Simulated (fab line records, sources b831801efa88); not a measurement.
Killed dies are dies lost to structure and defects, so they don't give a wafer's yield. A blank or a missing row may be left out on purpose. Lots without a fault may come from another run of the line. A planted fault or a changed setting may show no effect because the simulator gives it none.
Which tool did it? | flow gf180mcu | 6 lots, 18 wafers sampled, at 1 step of a route of 602

WHAT THE GAUGES READ, wafer by wafer
GF_VT_IMPLANT_RS_MEAS_47: measures by four-point-probe.
lot  | measured     | on            | NWELL_RS (ohm/sq)
L238 | day 8 07:52  | film_metro-01 | 487.5 486.0 486.0
L240 | day 8 22:43  | film_metro-03 | 488.7 488.5 490.9
L242 | day 9 10:04  | film_metro-01 | 487.6 485.9 487.6
L253 | day 12 17:02 | film_metro-03 | 489.3 487.8 487.9
L255 | day 13 04:19 | film_metro-04 | 486.5 486.7 487.6
L257 | day 13 18:51 | film_metro-03 | 489.0 487.8 486.1

WHICH TOOL RAN EACH LOT (tool, then ch and the chambers of the sampled wafers, then the start)
The record holds no process step before these readings.

THE ANSWER, worked out from the rows above alone
Rule: what is usual is taken from the lots themselves. Put in order of their means at a reading, lots are off if they are a third of the lots or fewer, leave a main group of 4 or more, and stand apart from it by a gap of 3 or more times the standard deviation of the main group's means; of several such gaps the widest counts. A main group whose means are all the same, to the digits that the tables above print for the reading, isn't used. A lot without any number at a reading at which 4 lots or more have one is off too. The other lots that the step has rows for count as sound.
No lot is off at any reading shown: from this, nothing can be told.

WHAT THE SIMULATOR HAD PUT IN
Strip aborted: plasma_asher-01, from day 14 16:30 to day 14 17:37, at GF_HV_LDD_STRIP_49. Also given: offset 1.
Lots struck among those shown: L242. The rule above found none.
